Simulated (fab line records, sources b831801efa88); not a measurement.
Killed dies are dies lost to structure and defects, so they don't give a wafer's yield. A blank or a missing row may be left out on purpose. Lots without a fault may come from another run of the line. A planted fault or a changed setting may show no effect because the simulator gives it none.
fab line records | flow sky130
record lots=10 wafers=30 last_day=50
route steps=708 shown LDD_HVN@277 LDD_HVP@287 SPACER@305 RES_XHIGH@339 PAD_OPEN@708
lots that met no fault: from a run of the same line without faults
start_h: hours from the record's first day to the start of the lot's first wafer shown | wait_h: hours since the lot's step before | " the same as in the row above | L1.1+2: a row that stands for several wafers | - no value, or no start given | * or withheld: withheld | < > ~ a bound
route shown NAME@n: a module of which the file shows steps, and the number in the route of the first | usual: mean/standard deviation of fault-free wafers | same: alike in all rows | chamber/n: place in a boat | sites: the reading at each site | _std_site: their standard deviation | _edge_site: outer sites' mean less inner sites' | radius_mm: how far each site lies from the wafer's centre | mask NAME#n: copy n | behind: the tool/chamber that last shaped the wafer | hold: why the lot was held/for how many hours/how that ended | device: the transistor (n, p or np) that didn't switch | end of line: the same wafers' tests at the end of the route | a step without rows: its recipe alone | killed: dies lost to structure and defects at the first sort, not the wafer's yield | map: a wafer's dies, x killed, . not, _ none there
set.NAME: the setting as run; set.NAME@STEP: as run at that earlier step | model.NAME: the simulator's own value behind a step, which no gauge read
steps of the route over a sample of lots; a table a step, a row a wafer
services: from which hour (start_h, from the record's first day; less than 0 if before it) a tool's chamber was out of use, for how many hours, and why
## steps
# step SKY_LDD_HVN_TW_MEAS_10
# usual LDD_HVN_TW=1446/6.9
# columns lot.wafer tool chamber start_h wait_h LDD_HVN_TW
L734.1 film_metro-03 - 458.24 0.1 1458
L734.2 " - " " 1457
L734.6 " - " " 1453
L735.2 film_metro-03 - 483.62 0.1 1452
L735.5 " - " " 1457
L735.6 " - " " 1450
L736.1 film_metro-03 - 486.55 0.1 1443
L736.4 " - " " 1451
L736.5 " - " " 1452
L739.2 film_metro-01 - 515.16 0.1 1440
L739.3 " - " " 1439
L739.5 " - " " 1440
L740.1 film_metro-02 - 523.68 0.1 1449
L740.2 " - " " 1449
L740.4 " - " " 1446
L741.2 film_metro-01 - 527.96 0.1 1431
L741.3 " - " " 1443
L741.5 " - " " 1443
L747.2 film_metro-03 - 587.71 0.1 1441
L747.3 " - " " 1442
L747.6 " - " " 1435
L751.1 film_metro-01 - 613.41 0.1 1449
L751.3 " - " " 1441
L751.5 " - " " 1446
L754.1 film_metro-02 - 653.46 0.1 1447
L754.2 " - " " 1443
L754.3 " - " " 1457
L755.3 film_metro-02 - 671.87 0.1 1447
L755.5 " - " " 1451
L755.6 " - " " 1444
# step SKY_LDD_HVP_STRIP_09
# recipe chemistry=O2/N2 power_w=1400 pressure_mtorr=1500 platen_temp_c=withheld o2_flow_sccm=3000 n2_flow_sccm=300 overash_fraction=0.5
# usual drypump_motor_current_A=5.85/0.24 oes_product_au=0.408/0.0043 strip_time_to_endpoint_s=4.133/0.016
# columns lot.wafer tool chamber start_h wait_h drypump_motor_current_A oes_product_au rf_hours_counter_h strip_time_to_endpoint_s
L734.1 plasma_asher-04 0 489.03 0.1 5.92 0.401 36 4.110
L734.2 " 1 " " 5.89 0.409 36 4.137
L734.6 " 1 " " 5.90 0.412 - 4.112
L735.2 plasma_asher-04 1 513.55 0.1 5.90 0.402 38 4.152
L735.5 " 1 " " 5.90 0.411 - 4.140
L735.6 " 0 " " 5.94 0.413 - 4.128
L736.1 plasma_asher-01 1 516.60 0.1 5.75 0.405 8 4.172
L736.4 " 1 " " 5.75 0.416 - 4.153
L736.5 " 1 " " 5.76 0.413 - 4.158
L739.2 plasma_asher-01 1 545.60 0.1 5.76 0.407 10 4.125
L739.3 " 1 " " 5.73 0.406 - 4.132
L739.5 " 0 " " 5.59 0.401 - 4.111
L740.1 plasma_asher-04 0 554.38 0.1 5.92 0.411 42 4.118
L740.2 " 1 " " 5.95 0.409 42 4.116
L740.4 " 0 " " 5.91 0.408 - 4.132
L741.2 plasma_asher-01 1 557.18 0.1 5.72 0.405 12 4.143
L741.3 " 0 " " 5.61 0.409 - 4.130
L741.5 " 0 " " 5.65 0.410 - 4.150
L747.2 plasma_asher-03 1 616.85 0.1 6.24 0.406 84 4.145
L747.3 " 1 " " 6.25 0.411 - 4.144
L747.6 " 1 " " 6.27 0.417 - 4.162
L751.1 plasma_asher-03 0 642.43 0.1 5.62 0.409 87 4.152
L751.3 " 0 " " 5.59 0.412 - 4.137
L751.5 " 1 " " 6.24 0.404 - 4.152
L754.1 plasma_asher-03 1 681.95 0.1 6.26 0.406 91 4.136
L754.2 " 0 " " 5.60 0.403 91 4.126
L754.3 " 1 " " 6.25 0.408 - 4.122
L755.3 plasma_asher-04 0 698.33 0.1 5.91 0.409 - 4.139
L755.5 " 0 " " 5.92 0.406 - 4.135
L755.6 " 1 " " 5.90 0.412 - 4.134
# step SKY_SPACER_THK_MEAS_01
# recipe reads=Si3N4_of_SPACER_CVD_00
# usual SPACER_CVD_00_THK=43.0/0.38
# columns lot.wafer tool chamber start_h wait_h SPACER_CVD_00_THK[nm]
L734.1 film_metro-02 - 521.22 0.0 42.9
L734.2 " - " " 42.8
L734.6 " - " " 42.8
L735.2 film_metro-01 - 545.76 0.0 43.4
L735.5 " - " " 43.4
L735.6 " - " " 43.3
L736.1 film_metro-04 - 548.73 0.0 43.1
L736.4 " - " " 43.6
L736.5 " - " " 43.2
L739.2 film_metro-04 - 576.40 0.0 42.9
L739.3 " - " " 42.9
L739.5 " - " " 43.3
L740.1 film_metro-01 - 586.90 0.0 42.7
L740.2 " - " " 42.6
L740.4 " - " " 42.8
L741.2 film_metro-01 - 590.52 0.0 43.8
L741.3 " - " " 43.7
L741.5 " - " " 43.8
L747.2 film_metro-01 - 647.67 0.0 43.8
L747.3 " - " " 43.7
L747.6 " - " " 43.8
L751.1 film_metro-01 - 670.77 0.0 43.3
L751.3 " - " " 43.0
L751.5 " - " " 43.2
L754.1 film_metro-02 - 711.10 0.0 43.2
L754.2 " - " " 42.7
L754.3 " - " " 42.6
L755.3 film_metro-01 - 728.17 0.0 42.8
L755.5 " - " " 42.4
L755.6 " - " " 42.7
# step SKY_RES_XHIGH_IMPLANT_07
# recipe species=BF2 energy_kev=20 dose_cm2=3.6e+14 tilt_deg=0
# usual beam_energy_keV=20.000/0.0056 dose_ions_cm2=3.599e+14/3.6e+11 end_station_pressure_torr=5.26e-06/2.7e-07
# columns lot.wafer tool chamber start_h wait_h beam_energy_keV dose_ions_cm2 end_station_pressure_torr
L734.1 implanter-02 0 609.84 0.1 19.997 3.598e+14 5.18e-06
L734.2 " 0 " " 20.003 3.604e+14 5.74e-06
L734.6 " 0 " " 20.004 3.596e+14 5.1e-06
L735.2 implanter-02 0 633.22 0.1 20.003 3.603e+14 5.03e-06
L735.5 " 0 " " 19.998 3.602e+14 5.25e-06
L735.6 " 0 " " 19.992 3.608e+14 5.46e-06
L736.1 implanter-02 0 635.84 0.1 20.002 3.605e+14 4.85e-06
L736.4 " 0 " " 19.988 3.598e+14 5.24e-06
L736.5 " 0 " " 19.999 3.604e+14 5.54e-06
L739.2 implanter-02 0 662.34 0.1 20.006 3.968e+14 5.58e-06
L739.3 " 0 " " 20.003 3.96e+14 5.26e-06
L739.5 " 0 " " 19.999 3.962e+14 5.42e-06
L740.1 implanter-04 0 675.11 0.1 20.010 3.594e+14 4.72e-06
L740.2 " 0 " " 20.001 3.6e+14 5.1e-06
L740.4 " 0 " " 20.004 3.595e+14 5.48e-06
L741.2 implanter-02 0 677.82 0.1 19.999 3.96e+14 5.3e-06
L741.3 " 0 " " 20.003 3.968e+14 5.38e-06
L741.5 " 0 " " 20.007 3.964e+14 5.28e-06
L747.2 implanter-04 0 728.54 0.1 19.999 3.598e+14 5.58e-06
L747.3 " 0 " " 19.999 3.599e+14 5.34e-06
L747.6 " 0 " " 20.006 3.598e+14 5.15e-06
L751.1 implanter-02 0 752.30 0.1 19.994 3.597e+14 5.15e-06
L751.3 " 0 " " 19.995 3.602e+14 5.4e-06
L751.5 " 0 " " 19.994 3.596e+14 4.86e-06
L754.1 implanter-02 0 792.56 0.1 19.999 3.596e+14 5.18e-06
L754.2 " 0 " " 19.998 3.599e+14 5.39e-06
L754.3 " 0 " " 20.000 3.597e+14 5.06e-06
L755.3 implanter-02 0 809.06 0.1 19.994 3.599e+14 5.07e-06
L755.5 " 0 " " 19.994 3.597e+14 4.91e-06
L755.6 " 0 " " 20.002 3.602e+14 5.02e-06
# step SKY_RES_XHIGH_STRIP_08
# recipe chemistry=O2/N2 power_w=1400 pressure_mtorr=1500 platen_temp_c=withheld o2_flow_sccm=3000 n2_flow_sccm=300 overash_fraction=0.5
# usual drypump_motor_current_A=5.87/0.24 oes_product_au=0.711/0.0043 strip_time_to_endpoint_s=14.26/0.039
# columns lot.wafer tool chamber start_h wait_h drypump_motor_current_A oes_product_au rf_hours_counter_h strip_time_to_endpoint_s
L734.1 plasma_asher-03 1 609.99 0.1 6.26 0.703 83 14.23
L734.2 " 0 " " 5.60 0.713 83 14.21
L734.6 " 1 " " 6.21 0.710 - 14.24
L735.2 plasma_asher-04 0 633.35 0.1 5.92 0.709 50 14.28
L735.5 " 1 " " 5.93 0.715 - 14.29
L735.6 " 0 " " 5.92 0.700 - 14.27
L736.1 plasma_asher-01 1 635.99 0.1 5.73 0.718 17 14.17
L736.4 " 1 " " 5.75 0.716 - 14.16
L736.5 " 0 " " 5.65 0.714 - 14.18
L739.2 plasma_asher-03 0 662.46 0.1 5.64 0.707 89 14.33
L739.3 " 1 " " 6.25 0.718 - 14.34
L739.5 " 0 " " 5.63 0.713 - 14.32
L740.1 plasma_asher-03 1 675.33 0.2 6.25 0.716 90 14.23
L740.2 " 0 " " 5.61 0.716 90 14.22
L740.4 " 1 " " 6.26 0.712 - 14.21
L741.2 plasma_asher-04 0 677.95 0.1 5.92 0.712 55 14.38
L741.3 " 0 " " 5.91 0.711 - 14.39
L741.5 " 0 " " 5.94 0.705 - 14.42
L747.2 plasma_asher-04 0 728.66 0.1 5.93 0.703 60 14.27
L747.3 " 0 " " 5.92 0.704 - 14.30
L747.6 " 0 " " 5.91 0.708 - 14.25
L751.1 plasma_asher-04 0 752.45 0.1 5.92 0.715 63 14.26
L751.3 " 1 " " 5.96 0.714 - 14.26
L751.5 " 0 " " 5.94 0.710 - 14.29
L754.1 plasma_asher-04 1 792.71 0.1 5.94 0.706 66 14.20
L754.2 " 0 " " 5.92 0.720 66 14.18
L754.3 " 0 " " 5.91 0.713 - 14.26
L755.3 plasma_asher-03 0 809.20 0.1 5.60 0.711 - 14.21
L755.5 " 1 " " 6.25 0.712 - 14.21
L755.6 " 0 " " 5.60 0.709 - 14.23
# step SKY_RES_XHIGH_TW_MEAS_09
# usual RES_XHIGH_TW=1648/8.4
# columns lot.wafer tool chamber start_h wait_h RES_XHIGH_TW
L734.1 film_metro-02 - 610.09 0.1 1661
L734.2 " - " " 1653
L734.6 " - " " 1654
L735.2 film_metro-03 - 633.46 0.1 1660
L735.5 " - " " 1658
L735.6 " - " " 1647
L736.1 film_metro-03 - 636.09 0.1 1651
L736.4 " - " " 1655
L736.5 " - " " 1652
L739.2 film_metro-03 - 662.57 0.1 1702
L739.3 " - " " 1696
L739.5 " - " " 1702
L740.1 film_metro-02 - 675.43 0.1 1631
L740.2 " - " " 1648
L740.4 " - " " 1637
L741.2 film_metro-01 - 678.06 0.1 1707
L741.3 " - " " 1696
L741.5 " - " " 1707
L747.2 film_metro-02 - 728.77 0.1 1635
L747.3 " - " " 1630
L747.6 " - " " 1634
L751.1 film_metro-01 - 752.55 0.1 1644
L751.3 " - " " 1658
L751.5 " - " " 1653
L754.1 film_metro-03 - 792.81 0.1 1656
L754.2 " - " " 1646
L754.3 " - " " 1643
L755.3 film_metro-02 - 809.28 0.1 1643
L755.5 " - " " 1644
L755.6 " - " " 1647
# step SKY_SD_N_RS_MEAS_18
# recipe thk_meas_gauge=four-point-probe
# usual RES_XHIGH_RS=333.1/0.99
# columns lot.wafer tool chamber start_h wait_h RES_XHIGH_RS[ohm/sq]
L734.1 film_metro-01 - 646.57 0.1 332.7
L734.2 " - " " 333.0
L734.6 " - " " 332.8
L735.2 film_metro-02 - 658.34 0.1 332.9
L735.5 " - " " 331.8
L735.6 " - " " 332.2
L736.1 film_metro-03 - 664.50 0.1 334.6
L736.4 " - " " 334.7
L736.5 " - " " 335.6
L739.2 film_metro-02 - 691.66 0.1 306.9
L739.3 " - " " 307.1
L739.5 " - " " 307.1
L740.1 film_metro-02 - 702.86 0.1 332.1
L740.2 " - " " 331.9
L740.4 " - " " 331.8
L741.2 film_metro-01 - 705.69 0.1 307.1
L741.3 " - " " 308.6
L741.5 " - " " 308.0
L747.2 film_metro-03 - 757.71 0.1 333.2
L747.3 " - " " 331.0
L747.6 " - " " 333.4
L751.1 film_metro-03 - 780.07 0.1 333.0
L751.3 " - " " 332.2
L751.5 " - " " 331.1
L754.1 film_metro-02 - 819.65 0.1 331.6
L754.2 " - " " 332.4
L754.3 " - " " 332.7
L755.3 film_metro-03 - 836.15 0.1 333.1
L755.5 " - " " 334.3
L755.6 " - " " 335.4
# step SKY_PAD_OPEN_PROBE_99
# usual killed_at_M0_to_M3=43/7.7 killed_at_M4_up=2.9/1.9 killed_at_contacts=24/5.9 killed_at_front_end=16/5.1 killed_at_other=0.3/0.63 killed_dies=86/10 killed_on_rim=16/3.6 killed_open=47/7.6 killed_short=39/6.8
# same gross_dies=492 killed_at_back_side=0
# columns lot.wafer tool chamber start_h wait_h killed_at_M0_to_M3 killed_at_M4_up killed_at_contacts killed_at_front_end killed_at_other killed_dies killed_on_rim killed_open killed_short
L735.2 prober-01 - 1083.72 0.1 69 2 19 18 0 108 25 56 52
L735.5 prober-01 - 1083.87 0.2 42 4 35 22 1 104 23 64 40
L735.6 prober-01 - 1083.92 0.2 43 2 25 12 0 82 14 48 34
L741.2 prober-01 - 1119.15 0.1 53 2 22 18 0 95 20 57 38
L741.3 prober-01 - 1119.20 0.2 41 2 9 10 0 62 10 33 29
L741.5 prober-01 - 1119.30 0.2 68 2 35 13 0 118 27 63 55
L747.2 prober-01 - 1155.09 0.1 33 0 18 15 1 67 14 43 24
L747.3 prober-01 - 1155.14 0.2 40 3 16 17 0 76 12 46 29
L747.6 prober-01 - 1155.29 0.2 32 3 33 14 0 82 15 51 31
# killed by level:class
L735.2 METAL1:geometric_particle:short=15 VIA1:geometric_particle:open=10 VIA2:geometric_particle:open=9 LI_CONTACT:geometric_particle:open=8 VIA1:geometric_particle:short=8 CONTACT:geometric_particle:open=7 FIELD_ISO:geometric_particle:open=6 VIA3:geometric_particle:short=6
L735.5 CONTACT:geometric_particle:open=14 LI_CONTACT:geometric_particle:open=12 VIA1:geometric_particle:open=10 FIELD_ISO:geometric_particle:short=7 VIA2:geometric_particle:open=7 POLY_GATE:geometric_particle:open=6 METAL1:geometric_particle:short=6 VIA1:geometric_particle:short=5
L735.6 VIA1:geometric_particle:open=13 VIA3:geometric_particle:open=9 CONTACT:geometric_particle:open=8 LI_CONTACT:geometric_particle:open=7 CONTACT:geometric_particle:short=5 LOCAL_INTERCONNECT:geometric_particle:short=4 VIA3:geometric_particle:short=4 METAL1:geometric_particle:short=3
L741.2 VIA3:geometric_particle:open=14 VIA1:geometric_particle:open=10 CONTACT:geometric_particle:open=9 POLY_GATE:geometric_particle:open=8 METAL2:geometric_particle:short=6 METAL1:geometric_particle:short=5 VIA2:geometric_particle:open=5 FIELD_ISO:geometric_particle:open=4
L741.3 VIA3:geometric_particle:open=12 VIA1:geometric_particle:open=10 VIA1:geometric_particle:short=6 POLY_GATE:geometric_particle:short=5 METAL1:geometric_particle:short=4 METAL2:geometric_particle:short=4 LI_CONTACT:geometric_particle:open=3 CONTACT:geometric_particle:open=3
L741.5 VIA1:geometric_particle:open=17 METAL1:geometric_particle:short=12 CONTACT:geometric_particle:open=12 LI_CONTACT:geometric_particle:open=9 VIA3:geometric_particle:open=8 VIA1:geometric_particle:short=8 METAL2:geometric_particle:short=6 METAL2:geometric_particle:open=6
L747.2 CONTACT:geometric_particle:open=13 VIA1:geometric_particle:open=8 VIA3:geometric_particle:open=5 VIA2:geometric_particle:open=5 FIELD_ISO:geometric_particle:short=4 FIELD_ISO:geometric_particle:open=4 VIA2:geometric_particle:short=4 POLY_GATE:geometric_particle:open=3
L747.3 VIA1:geometric_particle:open=13 VIA3:geometric_particle:open=8 LI_CONTACT:geometric_particle:open=5 FIELD_ISO:geometric_particle:short=4 LOCAL_INTERCONNECT:geometric_particle:short=4 CONTACT:geometric_particle:open=4 VIA2:geometric_particle:open=4 METAL3:geometric_particle:short=4
L747.6 CONTACT:geometric_particle:open=11 LI_CONTACT:geometric_particle:open=10 POLY_GATE:geometric_particle:open=6 VIA2:geometric_particle:open=6 LOCAL_INTERCONNECT:geometric_particle:short=5 VIA3:geometric_particle:open=5 VIA1:geometric_particle:open=4 VIA1:geometric_particle:short=4
## services
# columns tool chamber start_h hours kind
implanter-02 - 465.57 18.7 repair
implanter-02 - 484.24 4.8 pm
implanter-04 - 536.24 3.5 pm
plasma_asher-04 - 538.11 0.7 repair
implanter-04 - 546.21 1.9 repair
plasma_asher-04 - 567.41 3.6 repair
implanter-02 - 573.52 4.5 pm
implanter-04 - 599.98 1.2 repair
plasma_asher-01 - 601.80 28.1 pm
implanter-02 - 647.55 2.9 pm
implanter-04 - 662.30 2.0 repair
plasma_asher-04 - 673.12 2.3 repair
plasma_asher-03 - 682.43 3.5 repair
implanter-02 - 695.29 2.4 repair
implanter-04 - 721.50 1.9 repair
implanter-04 - 740.82 4.0 repair
plasma_asher-04 - 771.42 4.5 repair
plasma_asher-01 - 797.23 1.4 repair
## key
first_sign step=SKY_RES_XHIGH_IMPLANT_07 reading=dose_ions_cm2 direction=up sigmas=99+ usual=* struck=*
effect step=SKY_RES_XHIGH_STRIP_08 reading=strip_time_to_endpoint_s direction=up sigmas=2.7 usual=* struck=*
effect step=SKY_RES_XHIGH_TW_MEAS_09 reading=RES_XHIGH_TW direction=up sigmas=6.4 usual=1648 struck=1702
effect step=SKY_SD_N_RS_MEAS_18 reading=RES_XHIGH_RS direction=down sigmas=26 usual=333.1 struck=307.5
met_at SKY_RES_XHIGH_IMPLANT_07
struck_lots L739,L741
tester_left_out L739,L741
not_acting_at SKY_LDD_HVN_TW_MEAS_10,SKY_LDD_HVP_STRIP_09,SKY_SPACER_THK_MEAS_01
onset_between 635.84 662.34
fault kind=process_parameter_drift tool=implanter-02 chamber=- onset_h=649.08 steps=SKY_RES_XHIGH_IMPLANT_07 channel=dose_cm2 offset=* shape=step end_h=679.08 acts_in=* stated=*
# tester_left_out: of these lots the tester's yield and bins aren't shown, on N5 and GAA mostly nor the transistor test; their killed dies are dies lost to structure and defects alone, not to doping, threshold or leakage, so they don't give the yield
